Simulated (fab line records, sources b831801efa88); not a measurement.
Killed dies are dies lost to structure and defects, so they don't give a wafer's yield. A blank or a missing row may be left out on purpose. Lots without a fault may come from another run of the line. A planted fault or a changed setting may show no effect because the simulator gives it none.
One fault seen from 2 desks | flow sky130 | each desk has only its own numbers; what lay behind them comes last

THE METROLOGY DESK
What the gauges read, lot by lot, whatever tool the lot ran on: means of the sampled wafers that have a number. A lot is out of limits, marked OUT, if its mean lies more than 4 standard deviations from the usual mean; the brackets give that distance.
Columns: A = cd_nm at SKY_VIA2_CD_MEAS_12, usual 199.7 nm; B = CAPM_TIN_RS at SKY_CAPM_RS_MEAS_03, usual 6.87 ohm/sq
lot  | first seen here | A     | B
L152 | day 36 09:15    | 202.1 | 6.86
L154 | day 37 08:06    | 199.3 | 6.93
L156 | day 37 23:58    | 198.6 | 6.85
L160 | day 39 10:35    | 199.0 | 11.44 (+53) OUT
L162 | day 39 20:09    | 200.3 | 11.47 (+53) OUT
L166 | day 41 08:06    | 199.8 | 6.87
L167 | day 41 13:26    | 199.4 | 6.84
L168 | day 41 17:08    | 198.4 | 6.98
L169 | day 41 20:25    | 200.9 | 6.94
L170 | day 42 04:39    | 196.2 | 6.85
L172 | day 42 08:01    | 200.5 | 6.94
L171 | day 42 14:15    | 200.3 | 6.76
L174 | day 43 11:39    | 197.5 | 6.94
This desk's finding: out of limits on L160, L162; first on L160, day 39 12:28 (CAPM_TIN_RS at SKY_CAPM_RS_MEAS_03). In limits: L152, L154, L156, L166, L167, L168, L169, L170, L172, L171, L174.

THE TOOL OWNER'S DESK: pvd_sputter-01
The tool's own readings at SKY_CAPM_SPUTTER_02 (material TiN, target thk 200 nm, time 166.7 s): means of the sampled wafers that have a number, for each lot that ran on this tool. A lot is out of limits, marked OUT, if its mean lies more than 4 standard deviations from the usual mean; the brackets give that distance.
Columns: A = substrate_temp_c at SKY_CAPM_SPUTTER_02, usual 299.96 C; B = susceptor_temp_C at SKY_CAPM_SPUTTER_02, usual 300.00 C; C = throttle_valve_pct at SKY_CAPM_SPUTTER_02, usual 30.0 %
lot  | first seen here | A      | B      | C
L154 | day 37 09:53    | 300.01 | 299.87 | 30.8
L156 | day 38 01:43    | 299.69 | 300.09 | 29.9
L160 | day 39 12:19    | 299.89 | 300.10 | 30.7
L162 | day 39 21:58    | 299.89 | 299.80 | 31.5
This desk's finding: nothing out of limits on any of the 4 lots.

PUT TOGETHER
The metrology desk could have raised an alarm at day 39 12:28, on L160, L162.
The tool owner's desk saw nothing out of limits.
The tool owner's desk has L160, L162 on record, within its limits.
Of the lots named, all ran SKY_CAPM_SPUTTER_02 on pvd_sputter-01.

WHAT THE SIMULATOR HAD PUT IN
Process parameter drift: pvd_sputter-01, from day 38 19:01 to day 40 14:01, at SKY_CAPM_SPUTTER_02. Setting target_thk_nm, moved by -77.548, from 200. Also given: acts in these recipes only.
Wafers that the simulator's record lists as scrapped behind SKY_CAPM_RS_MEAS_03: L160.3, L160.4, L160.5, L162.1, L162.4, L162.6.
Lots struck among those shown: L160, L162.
Hours from the fault's start to each desk's first reading out of limits: the metrology desk, 17.
